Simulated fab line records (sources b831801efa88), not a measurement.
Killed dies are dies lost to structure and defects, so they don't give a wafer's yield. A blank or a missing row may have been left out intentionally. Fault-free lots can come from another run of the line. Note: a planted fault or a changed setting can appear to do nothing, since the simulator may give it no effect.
Chamber matching | flow sfq-line | SFQ_TRILAYER_A5B_DEP_PECVD_129 on pecvd-02: 3 sister chambers
The step deposits SiO2 from SiH4/N2O, time 133.33 s, target thk 600 nm. 6 wafers are shown with their chamber, then 7 later ones without.

WAFERS, EACH WITH ITS CHAMBER
wafer  | chamber | heater-power-w (W) | throttle-valve-pct (%)
L364.6 | 2       | 42                 | 25.8
L371.1 | 1       | 113                | 26.0
L371.2 | 0       | 106                | 24.4
L371.4 | 0       | 109                | 24.5
L373.2 | 2       | 36                 | 26.4
L373.3 | 1       | 109                | 25.9

WAFERS MISSING THEIR CHAMBER
wafer  | heater-power-w (W) | throttle-valve-pct (%)
L373.4 | 91                 | 24.5
L376.2 | 109                | 26.0
L376.4 | 99                 | 24.5
L376.6 | 94                 | 25.8
L379.2 | 99                 | 26.1
L379.3 | 108                | 24.7
L379.6 | 106                | 26.0

CHAMBER TAKEN BY EACH
wafer  | from the rows above     | in truth
L373.4 | 0                       | 0
L376.2 | 1                       | 1
L376.4 | 0                       | 0
L376.6 | can't be placed: 1 or 0 | 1
L379.2 | 1                       | 1
L379.3 | 0                       | 0
L379.6 | 1                       | 1
Placed correctly: 6 of 7. Can't be placed from these rows: 1 (the true chamber is among the candidates in 1). Number placed wrongly: 0.
How it was worked out, from the rows above alone: a wafer's distance from a chamber is the root of the sum, over the readings, of the square of ((its reading less the chamber's mean) divided by the reading's scatter). The wafer belongs to the nearest chamber; if the next one is less than 2 further off, it can't be placed. Each chamber's mean is taken over the wafers shown for it. The scatter: take each reading less its chamber's mean, square it, sum over the shown wafers, divide by the number of wafers less the number of chambers, and take the root.
